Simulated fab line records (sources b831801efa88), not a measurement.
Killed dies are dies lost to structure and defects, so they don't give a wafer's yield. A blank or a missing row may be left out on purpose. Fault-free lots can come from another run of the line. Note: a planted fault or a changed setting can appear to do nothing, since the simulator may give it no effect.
Which tool is to blame? | flow sky130 | 21 wafers from 7 lots sampled at 4 of the route's 708 steps

WHAT THE GAUGES READ, wafer by wafer
SKY_METAL2_CD_MEAS_15: target cd 140 nm.
lot  | measured     | on        | cd_nm (nm)
L660 | day 35 02:49 | cd_sem-02 | 141.6 140.9 140.9
L662 | day 36 00:49 | cd_sem-01 | 142.0 141.4 140.9
L666 | day 37 10:10 | cd_sem-02 | 141.1 141.3 140.2
L671 | day 38 20:04 | cd_sem-01 | 139.4 139.1 -
L675 | day 40 07:36 | cd_sem-02 | 142.5 141.0 140.7
L680 | day 41 05:48 | cd_sem-02 | 141.7 141.1 142.4
L682 | day 42 08:27 | cd_sem-01 | 141.3 140.7 139.4

WHAT TOOL EACH LOT RAN ON (gives the tool, then ch and the chambers of the sampled wafers, and finally the start)
lot  | SKY_VIA1_STRIP_16                    | SKY_VIA1_SPUTTER_20          | SKY_METAL2_EXPOSE_12
L660 | plasma_asher-04 ch 0,1, day 33 22:26 | pvd_sputter-04, day 33 23:05 | krf_scanner-02 ch 0, day 34 13:37
L662 | plasma_asher-02 ch 0,1, day 34 20:43 | pvd_sputter-04, day 34 21:18 | krf_scanner-01 ch 0, day 35 11:19
L666 | plasma_asher-01 ch 0,1, day 36 06:14 | pvd_sputter-03, day 36 06:49 | krf_scanner-02 ch 0, day 36 21:13
L671 | plasma_asher-01 ch 0,1, day 37 17:02 | pvd_sputter-03, day 37 17:38 | krf_scanner-02 ch 0, day 38 08:05
L675 | plasma_asher-01 ch 0,1, day 39 05:23 | pvd_sputter-04, day 39 05:59 | krf_scanner-01 ch 0, day 39 19:47
L680 | plasma_asher-02 ch 0,1, day 40 04:41 | pvd_sputter-04, day 40 05:17 | krf_scanner-01 ch 0, day 40 18:19
L682 | plasma_asher-02 ch 0,1, day 41 07:38 | pvd_sputter-03, day 41 08:13 | krf_scanner-01 ch 0, day 41 21:23
- SKY_VIA1_STRIP_16: strips in O2/N2.
- SKY_VIA1_SPUTTER_20: material TiN, target thk 20 nm, time 80 s.
- SKY_METAL2_EXPOSE_12: exposes mask MM2, target cd 140 nm.

THE ANSWER, worked out from the rows above alone
Rule: the usual values come from the lots themselves. Put in order of their means at a reading, lots are off if they are a third of the lots or fewer, leave a main group of 4 or more, and stand apart from it by a gap of 3 or more times the standard deviation of the main group's means; of several such gaps the widest counts. A main group is skipped when, at the precision printed for the reading in the tables above, its means are all equal. A lot without any number at a reading at which 4 lots or more have one is off too. Where the step has rows for the other lots, those lots are counted as sound.
No lot is off at any reading shown: from this, nothing can be told.

WHAT WAS PUT IN BY THE SIMULATOR
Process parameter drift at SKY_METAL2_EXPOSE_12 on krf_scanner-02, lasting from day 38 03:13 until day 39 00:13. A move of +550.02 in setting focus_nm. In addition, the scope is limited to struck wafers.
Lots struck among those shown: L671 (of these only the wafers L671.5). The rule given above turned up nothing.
